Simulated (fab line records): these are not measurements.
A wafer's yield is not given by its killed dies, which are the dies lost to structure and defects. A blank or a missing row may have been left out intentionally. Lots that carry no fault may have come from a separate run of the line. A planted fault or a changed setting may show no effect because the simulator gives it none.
Code-filled problem report in 8D (eight disciplines) form :: flow sfqLine :: the parts of the form that need people (team, actions taken, sign-off) are left out

== 1. WHAT WENT WRONG ==
rfFwdPowerW at SFQ_TRILAYER_I6_DEP_PECVD_165 reads a mean of 153.2 W on 6 wafers of 2 lots; wafers without a fault read 182.5 W with a standard deviation of 0.74. That puts it -40 standard deviations away from the usual mean.
The step: deposits SiO2 from SiH4/N2O, time 111.11 s, target thk 500 nm.
The first sign was on wafer L619.3 at day 61 18:58, on pecvd-03. The record has a number at this step for 42 wafers belonging to 14 lots. The rule behind "out" and "out of limits": a value lying over 4 standard deviations away from the usual mean. Any other wafer with a number is counted as sound.

== 2. WHAT IT IS; WHAT IT IS NOT ==
question: which readings at this step
is: rfFwdPowerW
is not: throttleValvePct

question: which lots
is: L619, L623
is not: L609, L610, L611, L612, L613, L625, L627, L628, L629, L630, L631, L632

question: which wafers of those lots
is: all that have a number
is not: -

question: read on which tools
is: pecvd-03
is not: pecvd-01, pecvd-02

question: when
is: from day 61 18:58
is not: up to then (15 sound wafers); but 21 sound wafers of L625, L627, L628, L629, L630, L631, L632 came after

== 3. THE SUSPECTS, EACH WITH WHAT RULES IT OUT ==
Counting: any tool at a process step up to the reading is kept as a suspect provided that every lot that is out went through it and no sound lot did after the first of them.
- pecvd-03 at SFQ_TRILAYER_I6_DEP_PECVD_165 (deposits SiO2 from SiH4/N2O, time 111.11 s, target thk 500 nm): ruled out as a lasting fault. Sound lots L630 ran on it after its first lot that is out, L619 (day 61 18:58).
Left after counting: nothing in the record.

== 4. THE CAUSE (what the simulator had put in) ==
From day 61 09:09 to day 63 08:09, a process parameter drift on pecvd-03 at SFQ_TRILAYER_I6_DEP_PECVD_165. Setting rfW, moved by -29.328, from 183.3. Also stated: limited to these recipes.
Counting ruled it out, wrongly.

== 5. SEQUENCE OF EFFECTS, ordered by route ==
Rows list readings where the struck wafers' mean (over those with a number) sits beyond 3 standard deviations from the usual. Scope: only readings with a usual standard deviation given in the record; hours: median across lots of the time from each lot's start at the first step in this table that gives one to its start at this step; sigmas: change in usual standard deviations.
hours: 0
step: SFQ_TRILAYER_I6_DEP_PECVD_165
reading: rfFwdPowerW
usual: 182.5 W
on struck wafers: 153.2
change: -29.2
sigmas: -40
Process steps it contains:
- SFQ_TRILAYER_I6_DEP_PECVD_165: deposits SiO2 from SiH4/N2O, time 111.11 s, target thk 500 nm.

== 6. HOW IT WOULD HAVE BEEN CAUGHT EARLIER ==
In this record the first reading out of limits was taken at day 61 18:58, 10 hours after the fault began at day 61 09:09.
